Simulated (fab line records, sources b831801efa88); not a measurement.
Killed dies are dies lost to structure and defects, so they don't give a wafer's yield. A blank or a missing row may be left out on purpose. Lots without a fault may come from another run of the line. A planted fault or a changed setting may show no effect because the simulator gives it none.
Which tool did it? | flow gf180mcu | 12 lots, 36 wafers sampled, at 6 steps of a route of 602

WHAT THE GAUGES READ, wafer by wafer
GF_HV_LDD_CD_MEAS_31: target cd 400 nm.
lot  | measured     | on        | cd_nm (nm)
L529 | day 11 19:01 | cd_sem-01 | 397.9 401.5 398.2
L528 | day 11 19:35 | cd_sem-01 | 399.7 399.0 399.1
L531 | day 12 15:31 | cd_sem-01 | 396.9 399.3 396.5
L535 | day 13 18:04 | cd_sem-02 | 399.2 400.1 397.9
L536 | day 14 00:40 | cd_sem-01 | 400.8 399.9 400.9
L537 | day 14 08:35 | cd_sem-01 | 398.3 400.5 398.4
L538 | day 14 16:01 | cd_sem-02 | 398.8 398.6 398.0
L540 | day 15 05:41 | cd_sem-01 | - - -
L544 | day 16 17:14 | cd_sem-01 | 396.1 397.6 400.3
L549 | day 18 10:08 | cd_sem-01 | 402.3 401.4 399.3
L550 | day 18 16:25 | cd_sem-01 | 400.3 400.0 400.2
L551 | day 19 02:07 | cd_sem-02 | 397.3 396.0 397.8

GF_HV_LDD_TW_MEAS_38.
lot  | measured     | on            | HV_LDD_3_TW
L529 | day 11 19:51 | film_metro-01 | 1443 1441 1442
L528 | day 11 20:26 | film_metro-04 | 1412 1415 1415
L531 | day 12 16:23 | film_metro-04 | 1419 1406 1415
L535 | day 13 18:55 | film_metro-04 | 1412 1411 1419
L536 | day 14 01:31 | film_metro-04 | 1424 1421 1427
L537 | day 14 09:25 | film_metro-01 | 1430 1422 1434
L538 | day 14 16:52 | film_metro-04 | 1430 1425 1424
L540 | day 15 06:31 | film_metro-04 | 30 30 30
L544 | day 16 18:06 | film_metro-01 | 1436 1452 1442
L549 | day 18 11:00 | film_metro-01 | 1439 1438 1434
L550 | day 18 17:15 | film_metro-01 | 1452 1439 1447
L551 | day 19 02:56 | film_metro-04 | 1418 1412 1422

GF_HV_LDD_TW_MEAS_50.
lot  | measured     | on            | HV_LDD_4_TW
L529 | day 12 15:04 | film_metro-01 | 566 567 567
L528 | day 12 15:43 | film_metro-04 | 562 561 560
L531 | day 13 12:24 | film_metro-02 | 576 572 577
L535 | day 14 16:29 | film_metro-04 | 566 569 565
L536 | day 14 22:49 | film_metro-01 | 570 572 571
L537 | day 15 06:57 | film_metro-02 | 575 574 576
L538 | day 15 14:28 | film_metro-02 | 576 574 574
L540 | day 16 04:40 | film_metro-04 | 1425 1431 1431
L544 | day 17 17:41 | film_metro-02 | 573 575 573
L549 | day 19 11:49 | film_metro-04 | 562 564 561
L550 | day 19 17:58 | film_metro-04 | 558 560 558
L551 | day 20 02:47 | film_metro-01 | 571 571 572

GF_CONTACT_RS_MEAS_25: measures by four-point-probe.
lot  | measured     | on            | CONTACT_W_RS (ohm/sq)
L529 | day 16 08:53 | film_metro-04 | 0.387 0.386 0.387
L528 | day 16 10:56 | film_metro-01 | 0.377 0.384 0.381
L531 | day 17 10:50 | film_metro-04 | 0.383 0.381 0.383
L535 | day 18 17:10 | film_metro-02 | 0.378 0.381 0.379
L536 | day 19 00:35 | film_metro-01 | 0.382 0.381 0.385
L537 | day 19 09:16 | film_metro-04 | 0.381 0.382 0.382
L538 | day 19 18:06 | film_metro-02 | 0.375 0.375 0.376
L544 | day 22 01:50 | film_metro-01 | 0.380 0.384 0.387
L549 | day 23 16:20 | film_metro-04 | 0.384 0.381 0.382
L550 | day 23 23:15 | film_metro-02 | 0.385 0.379 0.388
L551 | day 24 05:46 | film_metro-04 | 0.382 0.382 0.385

GF_M2_CD_MEAS_14: target cd 280 nm.
lot  | measured     | on        | cd_nm (nm)
L529 | day 19 11:49 | cd_sem-01 | 279.6 280.7 280.4
L528 | day 19 14:21 | cd_sem-01 | 280.2 279.9 280.7
L531 | day 20 15:25 | cd_sem-01 | 278.6 280.5 280.4
L535 | day 21 21:30 | cd_sem-02 | 280.0 280.5 279.6
L536 | day 22 04:58 | cd_sem-01 | 279.4 279.5 279.2
L537 | day 22 12:38 | cd_sem-01 | 279.0 278.5 279.6
L538 | day 22 21:21 | cd_sem-02 | 279.4 279.5 279.3
L544 | day 25 00:50 | cd_sem-01 | 279.5 280.5 280.8
L549 | day 26 12:47 | cd_sem-01 | 278.8 279.4 278.7
L550 | day 26 19:36 | cd_sem-01 | 282.7 281.2 281.2
L551 | day 27 00:55 | cd_sem-01 | 278.8 278.9 278.9

WHICH TOOL RAN EACH LOT (tool, then ch and the chambers of the sampled wafers, then the start)
lot  | GF_HV_LDD_EXPOSE_28
L529 | iline_stepper-01 ch 0, day 11 09:22
L528 | iline_stepper-01 ch 0, day 11 09:55
L531 | iline_stepper-02 ch 0, day 12 05:34
L535 | iline_stepper-01 ch 0, day 13 08:25
L536 | iline_stepper-01 ch 0, day 13 15:32
L537 | iline_stepper-01 ch 0, day 13 22:07
L538 | iline_stepper-01 ch 0, day 14 05:58
L540 | iline_stepper-01 ch 0, day 14 18:49
L544 | iline_stepper-02 ch 0, day 16 06:11
L549 | iline_stepper-01 ch 0, day 17 22:09
L550 | iline_stepper-02 ch 0, day 18 04:18
L551 | iline_stepper-02 ch 0, day 18 14:30
- GF_HV_LDD_EXPOSE_28: exposes mask Nplus HV AREA, target cd 400 nm.

WHAT THE TOOLS THEMSELVES READ (means of the sampled wafers that have a number; where no wafer has one, the mark that the record gives instead)
The record holds no such reading with a usual standard deviation.

THE ANSWER, worked out from the rows above alone
Rule: what is usual is taken from the lots themselves. Put in order of their means at a reading, lots are off if they are a third of the lots or fewer, leave a main group of 4 or more, and stand apart from it by a gap of 3 or more times the standard deviation of the main group's means; of several such gaps the widest counts. A main group whose means are all the same, to the digits that the tables above print for the reading, isn't used. A lot without any number at a reading at which 4 lots or more have one is off too. The other lots that the step has rows for count as sound. The gauges are gone through in route order, then the tools' own readings, and for those a lot's mean is taken as printed above. The first step at which some lot is off is used, and at that step the reading that is off furthest; a lot without a number counts as furthest.
Off: L540, at GF_HV_LDD_CD_MEAS_31 (cd_nm). Without a number there: L540. The main group: mean 399.0 nm, standard deviation 1.2.
A tool fits if, at a process step before that reading, it ran every lot that is off, and no sound lot after the first of them. The gauges at GF_HV_LDD_CD_MEAS_31 aren't tried: what is off there is off at GF_HV_LDD_TW_MEAS_38 too, on other tools, and a gauge's error can't cause that. None of those tried fits.

WHAT THE SIMULATOR HAD PUT IN
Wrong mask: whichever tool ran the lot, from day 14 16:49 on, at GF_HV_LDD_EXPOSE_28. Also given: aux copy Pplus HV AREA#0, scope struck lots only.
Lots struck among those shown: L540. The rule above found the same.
